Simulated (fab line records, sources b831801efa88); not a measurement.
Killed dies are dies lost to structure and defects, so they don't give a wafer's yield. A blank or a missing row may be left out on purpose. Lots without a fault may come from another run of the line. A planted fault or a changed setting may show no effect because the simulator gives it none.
Tool commonality check | flow sky130 | 12 lots, 45 wafers sampled

WHY IT WAS OPENED
At SKY_SPACER_THK_MEAS_01 the reading SPACER_CVD_00_THK is flagged on 3 of 12 lots. Wafers without a fault read 42.8 nm, standard deviation 0.47.
Rule: a lot is flagged when every wafer of it that has a number lies more than 4 standard deviations from that mean, or none has a number. The other lots count as sound.

lot  | measured     | on            | SPACER_CVD_00_THK (nm), wafer by wafer | flag
L906 | day 23 01:26 | film_metro-04 | 42.8 42.7 42.8                         |
L908 | day 23 20:11 | film_metro-03 | 42.6 42.7 43.2                         |
L910 | day 24 15:26 | film_metro-04 | 42.4 42.6 42.3                         |
L911 | day 24 22:17 | film_metro-03 | 42.6 42.8 42.8                         |
L915 | day 26 08:02 | film_metro-04 | 43.7 43.5 43.4                         |
L916 | day 27 03:40 | film_metro-04 | 42.7 42.7 42.2                         |
L923 | day 29 08:19 | film_metro-04 | 42.4 42.7 42.6                         |
L922 | day 29 09:32 | film_metro-03 | 43.0 43.0 43.3                         |
L920 | day 29 11:24 | film_metro-03 | 42.7 43.0 43.4                         |
L925 | day 29 19:56 | film_metro-02 | 75.1 75.1 75.0 75.1 75.0 75.1          | FLAGGED
L926 | day 30 00:29 | film_metro-02 | 74.7 74.9 74.6 74.7 74.9 74.7          | FLAGGED
L927 | day 30 07:03 | film_metro-02 | 75.6 75.3 75.3 75.6 75.3 75.2          | FLAGGED
The numbers of the flagged lots are 75.1 nm on average: +32.3 nm against the usual, or +69 standard deviations.

WHICH TOOL RAN EACH LOT
The record holds 2 process steps before the reading, out of a route of 708 steps. In each cell: the tool, then ch and the chambers that the sampled wafers went through, then the start.
lot  | flag    | SKY_LDD_P_STRIP_10                   | SKY_SPACER_CVD_00
L906 |         | plasma_asher-04 ch 0,1, day 19 03:26 | lpcvd-02 ch 1, day 23 00:13
L908 |         | plasma_asher-04 ch 0,1, day 19 22:36 | lpcvd-02 ch 0, day 23 18:58
L910 |         | plasma_asher-03 ch 0,1, day 20 18:14 | lpcvd-02 ch 0, day 24 14:13
L911 |         | plasma_asher-01 ch 0, day 21 02:36   | lpcvd-02 ch 0, day 24 21:05
L915 |         | plasma_asher-04 ch 0,1, day 22 13:13 | lpcvd-02 ch 0, day 26 06:50
L916 |         | plasma_asher-03 ch 0,1, day 23 09:12 | lpcvd-02 ch 1, day 27 02:28
L923 |         | plasma_asher-03 ch 0,1, day 25 16:30 | lpcvd-02 ch 0, day 29 07:06
L922 |         | plasma_asher-03 ch 0,1, day 25 17:41 | lpcvd-02 ch 0, day 29 08:18
L920 |         | plasma_asher-01 ch 0,1, day 25 18:00 | lpcvd-02 ch 1, day 29 09:35
L925 | FLAGGED | plasma_asher-04 ch 0,1, day 26 03:59 | lpcvd-02 ch 1, day 29 18:43
L926 | FLAGGED | plasma_asher-04 ch 0,1, day 26 08:52 | lpcvd-02 ch 0, day 29 23:16
L927 | FLAGGED | plasma_asher-04 ch 0,1, day 26 16:26 | lpcvd-02 ch 0, day 30 05:49
What these steps do:
- SKY_LDD_P_STRIP_10: strips in O2/N2.
- SKY_SPACER_CVD_00: deposits Si3N4 from DCS/NH3, target thk 43.1 nm, time 740 s.
- SKY_SPACER_THK_MEAS_01

FLAGGED OVER TOTAL, TOOL BY TOOL (the gauges that took the reading come last)
step                   | tool            | lots run | flagged | share of the flagged lots | sound lots run after its first flagged lot
SKY_LDD_P_STRIP_10     | plasma_asher-01 | 2        | 0       | none                      | -
SKY_LDD_P_STRIP_10     | plasma_asher-03 | 4        | 0       | none                      | -
SKY_LDD_P_STRIP_10     | plasma_asher-04 | 6        | 3       | all                       | 0
SKY_SPACER_CVD_00      | lpcvd-02        | 12       | 3       | all                       | 0
SKY_SPACER_THK_MEAS_01 | film_metro-02   | 3        | 3       | all                       | 0
SKY_SPACER_THK_MEAS_01 | film_metro-03   | 4        | 0       | none                      | -
SKY_SPACER_THK_MEAS_01 | film_metro-04   | 5        | 0       | none                      | -

WHAT THE TABLE ALLOWS
3 rows of the table ran every flagged lot: plasma_asher-04 at SKY_LDD_P_STRIP_10, lpcvd-02 at SKY_SPACER_CVD_00, film_metro-02 at SKY_SPACER_THK_MEAS_01.
- plasma_asher-04 at SKY_LDD_P_STRIP_10: 3 of its 6 lots flagged. Its last sound lot is L915 (day 22 13:13), its first flagged lot L925 (day 26 03:59): a fault that began between those two fits.
- lpcvd-02 at SKY_SPACER_CVD_00: 3 of its 12 lots flagged. Its last sound lot is L920 (day 29 09:35), its first flagged lot L925 (day 29 18:43): a fault that began between those two fits. Its own readings lie more than 4 standard deviations out on every wafer of the flagged lots: spike_tc_bottom_C, spike_tc_centre_C, spike_tc_lower_C, spike_tc_top_C, spike_tc_upper_C, susceptor_temp_C, zone_power_bottom_pct, zone_power_lower_pct.
- film_metro-02 at SKY_SPACER_THK_MEAS_01: 3 of its 3 lots flagged. It ran no sound lot before its first flagged lot in this sample, so the start can't be narrowed down.
Counting lots can't tell these 3 tools apart, because each fits a fault that began at some hour. More lots, or a look at what each step does to the wafer, might.

WHAT THE SIMULATOR HAD PUT IN
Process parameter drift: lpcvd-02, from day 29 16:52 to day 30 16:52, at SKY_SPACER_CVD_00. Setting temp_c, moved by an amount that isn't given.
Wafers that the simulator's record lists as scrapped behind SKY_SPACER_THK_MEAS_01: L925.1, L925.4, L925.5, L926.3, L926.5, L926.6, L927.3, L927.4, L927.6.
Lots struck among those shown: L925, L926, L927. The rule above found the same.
